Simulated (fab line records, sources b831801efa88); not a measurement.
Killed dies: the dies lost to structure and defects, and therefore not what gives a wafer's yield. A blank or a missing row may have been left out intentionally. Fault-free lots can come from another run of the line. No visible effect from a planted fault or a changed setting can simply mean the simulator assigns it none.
Split-lot experiment    flow sky130    23 wafers read across 5 lots, on a route 708 steps long

## THE SPLIT
At SKY_VIA3_SPUTTER_20 (material TiN, target thk 20 nm, time 80 s), the setting timeS was moved away from the recipe's 80 s on 10 of the 23 wafers read, by -13.5% to +15.0%. This setting was run at the recipe's value on the other wafers.

The split's own step is where the reading is taken.

## THE READING
TiN_of_VIA3_SPUTTER_20.thkNm (the simulator's own value, which no gauge read), in nm, at SKY_VIA3_SPUTTER_20 (material TiN, target thk 20 nm, time 80 s). The file does not state a usual value for it. Here, 13 wafers ran the recipe; their average is 19.99 nm with a standard deviation of 0.38 nm.

wafer   tool, chamber at the split  timeS as run, s  against the recipe  TiN_of_VIA3_SPUTTER_20.thkNm, nm  against lot-mates on the recipe
L074.1  pvdSputter-02, -            86.42            +8.0%               22.01                             +1.44
L074.2  pvdSputter-02, -            80               recipe              20.43                             -
L074.3  pvdSputter-02, -            80               recipe              20.93                             -
L074.5  pvdSputter-02, -            86.42            +8.0%               22.32                             +1.75
L074.6  pvdSputter-02, -            80               recipe              20.36                             -
L077.1  pvdSputter-04, -            69.2             -13.5%              17.13                             -2.55
L077.2  pvdSputter-04, -            80               recipe              19.56                             -
L077.3  pvdSputter-04, -            69.2             -13.5%              17.19                             -2.49
L077.4  pvdSputter-04, -            80               recipe              19.8                              -
L077.5  pvdSputter-04, -            69.2             -13.5%              16.88                             -2.80
L079.2  pvdSputter-04, -            80               recipe              19.65                             -
L079.3  pvdSputter-04, -            80               recipe              19.85                             -
L079.4  pvdSputter-04, -            88.03            +10.0%              22                                +2.28
L079.5  pvdSputter-04, -            88.03            +10.0%              21.56                             +1.84
L079.6  pvdSputter-04, -            80               recipe              19.67                             -
L080.1  pvdSputter-01, -            91.98            +15.0%              23.07                             +3.10
L080.2  pvdSputter-01, -            91.98            +15.0%              23.03                             +3.06
L080.3  pvdSputter-01, -            91.98            +15.0%              23.22                             +3.25
L080.4  pvdSputter-01, -            80               recipe              19.8                              -
L080.5  pvdSputter-01, -            80               recipe              20.14                             -
L082.4  pvdSputter-01, -            80               recipe              20.14                             -
L082.5  pvdSputter-01, -            80               recipe              19.6                              -
L082.6  pvdSputter-01, -            80               recipe              20                                -

THE FIT
A straight line over all 23 wafers: TiN_of_VIA3_SPUTTER_20.thkNm changes by +0.213 nm for each +1% of timeS; r = +0.98; the points scatter about the line by 0.37 nm.
The same after taking each lot's own level away (the mean of its wafers on the recipe; 23 wafers): +0.202 nm for each +1%; r = +0.99; scatter 0.19 nm.
Per that fit: largest timeS move, reading shift of 3 nm.
The span of the lots' own levels, 19.680 to 20.573 nm, comes to 2.3 times the standard deviation stated above.
Hence the lot-to-lot level has little effect on the slope; both slopes agree.
Check: with one of the wafers moved furthest among these (+15.0%) left out of the fit, the line predicts +3.04 nm for it against its lot-mates. Against them it came out at +3.1 nm.

## ADDITIONAL SPLITS CARRIED BY THESE WAFERS
Other splits were also applied to these wafers ahead of the reading. Each is held against what the fit with the lots' levels taken away leaves over:
other split on the same wafers   wafers away from the commonest value  r with TiN_of_VIA3_SPUTTER_20.thkNm (lot level and that fit taken away)
SKY_CAPM_SOFTBAKE_08 tempC       11                                    +0.12
SKY_VIA3_HDPCVD_00 sih4FlowSccm  6                                     -0.02

## FILE'S OWN FIT
TiN_of_VIA3_SPUTTER_20.thkNm changes by +0.202 nm for each +1% of timeS, r = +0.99.
